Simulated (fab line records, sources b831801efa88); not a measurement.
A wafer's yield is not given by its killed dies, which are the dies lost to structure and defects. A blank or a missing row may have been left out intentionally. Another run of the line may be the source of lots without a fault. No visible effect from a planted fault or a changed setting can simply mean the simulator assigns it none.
Which tool was responsible? :: flow sky130 :: 13 lots with 38 wafers sampled at 5 steps, on a route of 708 steps

WHAT THE GAUGES SHOWED, per wafer
SKY_PWDE_TW_MEAS_10.
lot: L880
measured: day 4 02:52
on: film-metro-03
PWDE_TW: 377.5 376.7 376.1

lot: L881
measured: day 4 06:56
on: film-metro-02
PWDE_TW: 376.1 379.8 377.7

lot: L883
measured: day 4 19:23
on: film-metro-02
PWDE_TW: 376.7 376.1 376.6

lot: L885
measured: day 5 17:48
on: film-metro-04
PWDE_TW: 375.2 375.6 375.9

lot: L887
measured: day 5 23:33
on: film-metro-03
PWDE_TW: 373.7 373.1 374.3

lot: L888
measured: day 6 01:14
on: film-metro-04
PWDE_TW: 374.5 374.4 374.3

lot: L889
measured: day 6 06:03
on: film-metro-02
PWDE_TW: 376.9 377.4 376.2

lot: L891
measured: day 6 20:58
on: film-metro-03
PWDE_TW: 376.0 376.8 374.2

lot: L893
measured: day 7 05:11
on: film-metro-02
PWDE_TW: 377.3 375.7 375.6

lot: L894
measured: day 7 10:25
on: film-metro-04
PWDE_TW: 371.9 374.5 374.6

lot: L895
measured: day 7 17:07
on: film-metro-03
PWDE_TW: 375.2 374.4 373.5

lot: L896
measured: day 7 21:58
on: film-metro-02
PWDE_TW: 376.7 375.8 374.4

lot: L897
measured: day 8 02:32
on: film-metro-02
PWDE_TW: 376.8 375.8

SKY_NWELL_TW_MEAS_26.
lot: L880
measured: day 5 14:05
on: film-metro-03
NWELL_2_TW: 497 495 498

lot: L881
measured: day 5 18:34
on: film-metro-02
NWELL_2_TW: 503 501 502

lot: L883
measured: day 6 08:46
on: film-metro-04
NWELL_2_TW: 495 493 499

lot: L885
measured: day 7 08:46
on: film-metro-02
NWELL_2_TW: 500 495 497

lot: L887
measured: day 7 14:58
on: film-metro-03
NWELL_2_TW: 497 499 500

lot: L888
measured: day 7 16:38
on: film-metro-03
NWELL_2_TW: 501 499 502

lot: L889
measured: day 7 23:02
on: film-metro-04
NWELL_2_TW: 495 498 495

lot: L891
measured: day 8 13:11
on: film-metro-04
NWELL_2_TW: 497 497 495

lot: L893
measured: day 8 22:56
on: film-metro-02
NWELL_2_TW: 499 497 499

lot: L894
measured: day 9 04:34
on: film-metro-03
NWELL_2_TW: 505 506 502

lot: L895
measured: day 9 11:11
on: film-metro-02
NWELL_2_TW: 501 503 503

lot: L896
measured: day 9 17:28
on: film-metro-03
NWELL_2_TW: 499 504 503

lot: L897
measured: day 9 21:17
on: film-metro-03
NWELL_2_TW: 505 504

SKY_VT_ADJUST_HVTP_TW_MEAS_11.
lot: L880
measured: day 6 09:10
on: film-metro-02
VT_ADJUST_HVTP_TW: 1368 1369 1370

lot: L881
measured: day 6 13:35
on: film-metro-01
VT_ADJUST_HVTP_TW: 1356 1357 1364

lot: L883
measured: day 7 04:59
on: film-metro-02
VT_ADJUST_HVTP_TW: 1373 1362 1366

lot: L885
measured: day 8 05:17
on: film-metro-03
VT_ADJUST_HVTP_TW: 1360 1365 1365

lot: L887
measured: day 8 10:52
on: film-metro-01
VT_ADJUST_HVTP_TW: 1365 1356 1355

lot: L888
measured: day 8 13:38
on: film-metro-01
VT_ADJUST_HVTP_TW: 1350 1359 1363

lot: L889
measured: day 8 19:52
on: film-metro-01
VT_ADJUST_HVTP_TW: 1355 1355 1361

lot: L891
measured: day 9 11:10
on: film-metro-01
VT_ADJUST_HVTP_TW: 1353 1354 1347

lot: L893
measured: day 9 21:48
on: film-metro-01
VT_ADJUST_HVTP_TW: 1356 1347 1355

lot: L894
measured: day 10 03:45
on: film-metro-03
VT_ADJUST_HVTP_TW: 1372 1371 1376

lot: L895
measured: day 10 09:57
on: film-metro-01
VT_ADJUST_HVTP_TW: 1252 1351 1348

lot: L896
measured: day 10 15:12
on: film-metro-03
VT_ADJUST_HVTP_TW: 1372 1373 1377

lot: L897
measured: day 10 19:42
on: film-metro-03
VT_ADJUST_HVTP_TW: 1265 1374

EACH LOT AND THE TOOL THAT RAN IT (in order: tool; ch and the chambers of the sampled wafers; start)
lot: L880
SKY_PWDE_STRIP_09: plasma-asher-02 ch 0,1, day 4 02:46
SKY_VT_ADJUST_HVTP_IMPLANT_09: implanter-01 ch 0, day 6 08:55

lot: L881
SKY_PWDE_STRIP_09: plasma-asher-04 ch 0,1, day 4 06:50
SKY_VT_ADJUST_HVTP_IMPLANT_09: implanter-01 ch 0, day 6 13:22

lot: L883
SKY_PWDE_STRIP_09: plasma-asher-02 ch 0,1, day 4 19:17
SKY_VT_ADJUST_HVTP_IMPLANT_09: implanter-04 ch 0, day 7 04:47

lot: L885
SKY_PWDE_STRIP_09: plasma-asher-02 ch 0,1, day 5 17:41
SKY_VT_ADJUST_HVTP_IMPLANT_09: implanter-03 ch 0, day 8 05:03

lot: L887
SKY_PWDE_STRIP_09: plasma-asher-02 ch 0,1, day 5 23:27
SKY_VT_ADJUST_HVTP_IMPLANT_09: implanter-04 ch 0, day 8 10:37

lot: L888
SKY_PWDE_STRIP_09: plasma-asher-04 ch 0,1, day 6 01:08
SKY_VT_ADJUST_HVTP_IMPLANT_09: implanter-04 ch 0, day 8 13:25

lot: L889
SKY_PWDE_STRIP_09: plasma-asher-04 ch 0,1, day 6 05:57
SKY_VT_ADJUST_HVTP_IMPLANT_09: implanter-01 ch 0, day 8 19:37

lot: L891
SKY_PWDE_STRIP_09: plasma-asher-03 ch 0, day 6 20:52
SKY_VT_ADJUST_HVTP_IMPLANT_09: implanter-03 ch 0, day 9 10:55

lot: L893
SKY_PWDE_STRIP_09: plasma-asher-03 ch 0,1, day 7 05:05
SKY_VT_ADJUST_HVTP_IMPLANT_09: implanter-04 ch 0, day 9 21:31

lot: L894
SKY_PWDE_STRIP_09: plasma-asher-04 ch 0,1, day 7 10:20
SKY_VT_ADJUST_HVTP_IMPLANT_09: implanter-03 ch 0, day 10 03:32

lot: L895
SKY_PWDE_STRIP_09: plasma-asher-02 ch 0,1, day 7 17:01
SKY_VT_ADJUST_HVTP_IMPLANT_09: implanter-04 ch 0, day 10 09:44

lot: L896
SKY_PWDE_STRIP_09: plasma-asher-03 ch 0,1, day 7 21:52
SKY_VT_ADJUST_HVTP_IMPLANT_09: implanter-03 ch 0, day 10 14:59

lot: L897
SKY_PWDE_STRIP_09: plasma-asher-02 ch 0,1, day 8 02:27
SKY_VT_ADJUST_HVTP_IMPLANT_09: implanter-04 ch 0, day 10 19:31
- SKY_PWDE_STRIP_09: strips in O2/N2.
- SKY_VT_ADJUST_HVTP_IMPLANT_09

WHAT THE TOOLS THEMSELVES READ (means of the sampled wafers that have a number; where no wafer has one, the mark that the record gives instead)
SKY_PWDE_STRIP_09.
lot: L880
tool: plasma-asher-02
drypump-motor-current-A (A): 5.1
n2-flow-sccm (sccm): 299.3
oes-product-au (a.u.): 0.725
strip-time-to-endpoint-s (s): 36.81

lot: L881
tool: plasma-asher-04
drypump-motor-current-A (A): 5.8
n2-flow-sccm (sccm): 299.8
oes-product-au (a.u.): 0.717
strip-time-to-endpoint-s (s): 37.07

lot: L883
tool: plasma-asher-02
drypump-motor-current-A (A): 5.4
n2-flow-sccm (sccm): 299.7
oes-product-au (a.u.): 0.721
strip-time-to-endpoint-s (s): 36.94

lot: L885
tool: plasma-asher-02
drypump-motor-current-A (A): 5.4
n2-flow-sccm (sccm): 299.9
oes-product-au (a.u.): 0.719
strip-time-to-endpoint-s (s): 36.86

lot: L887
tool: plasma-asher-02
drypump-motor-current-A (A): 5.1
n2-flow-sccm (sccm): 299.9
oes-product-au (a.u.): 0.717
strip-time-to-endpoint-s (s): 36.75

lot: L888
tool: plasma-asher-04
drypump-motor-current-A (A): 5.8
n2-flow-sccm (sccm): 299.7
oes-product-au (a.u.): 0.720
strip-time-to-endpoint-s (s): 36.74

lot: L889
tool: plasma-asher-04
drypump-motor-current-A (A): 5.7
n2-flow-sccm (sccm): 299.3
oes-product-au (a.u.): 0.720
strip-time-to-endpoint-s (s): 36.79

lot: L891
tool: plasma-asher-03
drypump-motor-current-A (A): 6.4
n2-flow-sccm (sccm): 298.9
oes-product-au (a.u.): 0.720
strip-time-to-endpoint-s (s): 36.86

lot: L893
tool: plasma-asher-03
drypump-motor-current-A (A): 5.7
n2-flow-sccm (sccm): 299.0
oes-product-au (a.u.): 0.725
strip-time-to-endpoint-s (s): 36.88

lot: L894
tool: plasma-asher-04
drypump-motor-current-A (A): 5.7
n2-flow-sccm (sccm): 299.8
oes-product-au (a.u.): 0.722
strip-time-to-endpoint-s (s): 36.91

lot: L895
tool: plasma-asher-02
drypump-motor-current-A (A): 5.1
n2-flow-sccm (sccm): 299.7
oes-product-au (a.u.): 0.725
strip-time-to-endpoint-s (s): 36.94

lot: L896
tool: plasma-asher-03
drypump-motor-current-A (A): 6.1
n2-flow-sccm (sccm): 299.9
oes-product-au (a.u.): 0.721
strip-time-to-endpoint-s (s): 36.95

lot: L897
tool: plasma-asher-02
drypump-motor-current-A (A): 5.2
n2-flow-sccm (sccm): 300.1
oes-product-au (a.u.): 0.726
strip-time-to-endpoint-s (s): 36.84

SKY_VT_ADJUST_HVTP_IMPLANT_09.
lot: L880
tool: implanter-01
beam-energy-keV: 150.05

lot: L881
tool: implanter-01
beam-energy-keV: 149.97

lot: L883
tool: implanter-04
beam-energy-keV: 150.04

lot: L885
tool: implanter-03
beam-energy-keV: 150.01

lot: L887
tool: implanter-04
beam-energy-keV: 150.01

lot: L888
tool: implanter-04
beam-energy-keV: 149.99

lot: L889
tool: implanter-01
beam-energy-keV: 150.01

lot: L891
tool: implanter-03
beam-energy-keV: 150.00

lot: L893
tool: implanter-04
beam-energy-keV: 150.00

lot: L894
tool: implanter-03
beam-energy-keV: 150.05

lot: L895
tool: implanter-04
beam-energy-keV: 149.96

lot: L896
tool: implanter-03
beam-energy-keV: 150.05

lot: L897
tool: implanter-04
beam-energy-keV: 150.01

THE ANSWER, worked out from the rows above alone
Rule: the lots themselves supply what counts as usual. Put in order of their means at a reading, lots are off if they are a third of the lots or fewer, leave a main group of 4 or more, and stand apart from it by a gap of 3 or more times the standard deviation of the main group's means; of several such gaps the widest counts. A main group whose means are all the same, to the digits that the tables above print for the reading, isn't used. A lot without any number at a reading at which 4 lots or more have one is off too. Where the step has rows for the other lots, those lots are counted as sound. After the gauges, taken in route order, come the tools' own readings; for these a lot's mean is taken, as printed above. At the first step where some lot is off, the reading lying furthest off is the one used; lots without a number count as furthest.
Off: L895, L897, seen at SKY_VT_ADJUST_HVTP_TW_MEAS_11 (VT_ADJUST_HVTP_TW). For the main group the mean is 1362 and the standard deviation 7.4.
If a tool, at a process step before that reading, ran all the lots that are off and no sound lot after the first of them, it fits. Those tools and the gauges at SKY_VT_ADJUST_HVTP_TW_MEAS_11 are tried in the same way. 2 tools fit, plasma-asher-02 at SKY_PWDE_STRIP_09 and implanter-04 at SKY_VT_ADJUST_HVTP_IMPLANT_09, so this cannot tell which one it is.

WHAT HAD BEEN PUT IN BY THE SIMULATOR
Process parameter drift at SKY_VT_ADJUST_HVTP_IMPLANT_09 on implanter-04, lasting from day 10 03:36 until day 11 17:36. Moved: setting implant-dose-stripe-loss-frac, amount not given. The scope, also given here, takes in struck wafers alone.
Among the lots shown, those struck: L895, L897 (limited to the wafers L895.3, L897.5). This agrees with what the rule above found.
